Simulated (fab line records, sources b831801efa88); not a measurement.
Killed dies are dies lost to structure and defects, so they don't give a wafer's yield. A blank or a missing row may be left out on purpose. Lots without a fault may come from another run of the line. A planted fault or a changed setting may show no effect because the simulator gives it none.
A struck lot beside a sound one | flow gf180mcu | 21 steps out of a route of 602
Sound: wafers L905.1, L905.2, L905.4. Struck: wafers L916.1, L916.2, L916.4. The cause comes at the end.
At each step with rows: each side's tool, then ch and its chambers, then its first start. Under that, the readings that differ: sound wafers | struck wafers | difference of the means | sigmas: that difference in standard deviations of wafers without a fault.
alike: readings whose means differ by less than 2 such deviations, and words and numbers that are the same on both sides. not compared: withheld readings, readings that some wafer has no value for, bounds like >300 that may hide the same value, and numbers for which the record gives no deviation and whose values overlap.
The two part at a step that has a row with sigmas, a row that says differs or no value, or rows on one side only. Numbers that don't overlap but have no deviation are shown without sigmas and don't part them. A reading that every wafer of one side lacks parts them only if that side has two wafers or more.

first, 2 steps without rows for these wafers: GF_M5_CLEAN_13 (cleans in DIW); GF_V5_CVD_00 (deposits SiO2, target thk 300 nm, time 50 s).
GF_V5_THK_MEAS_01:
  sound on film_metro-04, day 27 17:12; struck on film_metro-02, day 30 22:29
  alike: V5_CVD_00_THK
GF_V5_CVD_02: deposits SiO2 from TEOS, target thk 1450 nm, time 163.28 s.
  sound on pecvd-02 ch 0,1, day 27 17:16; struck on pecvd-02 ch 0,1, day 30 22:33
  alike: heater_power_outer_w, heater_power_w
GF_V5_THK_MEAS_03:
  sound on film_metro-03, day 27 17:22; struck on film_metro-04, day 30 22:40
  alike: V5_CVD_02_THK
GF_V5_CMP_04: polishes SiO2.
  sound on cmp-02 ch 1,2,3, day 27 17:29; struck on cmp-01 ch 0,2,3, day 30 22:50
  alike: edge_zone_pressure_frac, motor_current_A, retaining_ring_pressure_frac
GF_V5_BOW_MEAS_05:
  sound on film_metro-04, day 27 17:44; struck on film_metro-04, day 30 23:06
  alike: V5_BOW
then, 5 steps without rows for these wafers: GF_V5_DEHYDRATE_06 (time 60 s); GF_V5_HMDS_07 (prime time 60 s); GF_V5_COAT_08; GF_V5_COAT_09 (resist thk 1000 nm); GF_V5_SOFTBAKE_10 (time 60 s).
GF_V5_EXPOSE_11: exposes mask Via5, target cd 260 nm.
  sound on krf_scanner-02 ch 0, day 28 04:11; struck on krf_scanner-02 ch 0, day 31 08:07
  reading              | sound             | struck            | difference | sigmas
  exposure_dose_mJ_cm2 | 38.43 38.48 38.46 | 37.44 37.43 37.46 | -1.01      | -21
  alike: mask, focus_offset_nm
then, 2 steps without rows for these wafers: GF_V5_PEB_12 (peb time 90 s); GF_V5_DEVELOP_13 (develop time 60 s).
GF_V5_CD_MEAS_14: target cd 260 nm.
  sound on cd_sem-01, day 28 13:24; struck on cd_sem-01, day 31 16:53
  reading    | sound             | struck            | difference | sigmas
  cd_nm (nm) | 261.0 262.1 261.1 | 255.5 255.6 254.3 | -6.3       | -4
GF_V5_OVL_MEAS_15:
  sound on overlay-02, day 28 13:31; struck on overlay-02, day 31 17:00
  alike: V5_OVL
GF_V5_ETCH_16: etches BARC in N2/H2.
  sound on rie_diel-04 ch 1,2,3, day 28 13:34; struck on rie_diel-02 ch 0,1,2, day 31 17:02
  reading             | sound           | struck            | difference | sigmas
  model.V5.cd_nm (nm) | 261.8 261.8 261 | 255.3 255.6 254.8 | -6.3       |
  alike: drypump_motor_current_A, oes_product_au, throttle_valve_pct
GF_V5_ETCH_17: etches SiO2 in C4F8/O2/Ar, stops on TiN, target depth 855 nm.
  sound on rie_diel-04 ch 1,2,3; struck on rie_diel-02 ch 0,1,2
  reading             | sound             | struck            | difference | sigmas
  model.V5.cd_nm (nm) | 260.9 262.1 261.3 | 256.3 255.7 255.5 | -5.6       |
  alike: oes_product_au
GF_V5_STRIP_18: strips in O2/N2.
  sound on plasma_asher-04 ch 0,1, day 28 13:43; struck on plasma_asher-02 ch 0,1, day 31 17:11
  alike: drypump_motor_current_A, heater_power_w, oes_product_au
  not compared: rf_hours_counter_h
GF_PASSIVATION_PROBE_99:
  the record has rows for the struck wafers here (prober-01, day 33 06:32) and none for the sound ones

WHERE THEY PART
First at GF_V5_EXPOSE_11; last, within this record, at GF_PASSIVATION_PROBE_99.

WHY: what the simulator had put in
Process parameter drift: krf_scanner-02, from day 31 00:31 on, at GF_V5_EXPOSE_11. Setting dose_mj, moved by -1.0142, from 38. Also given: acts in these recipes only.
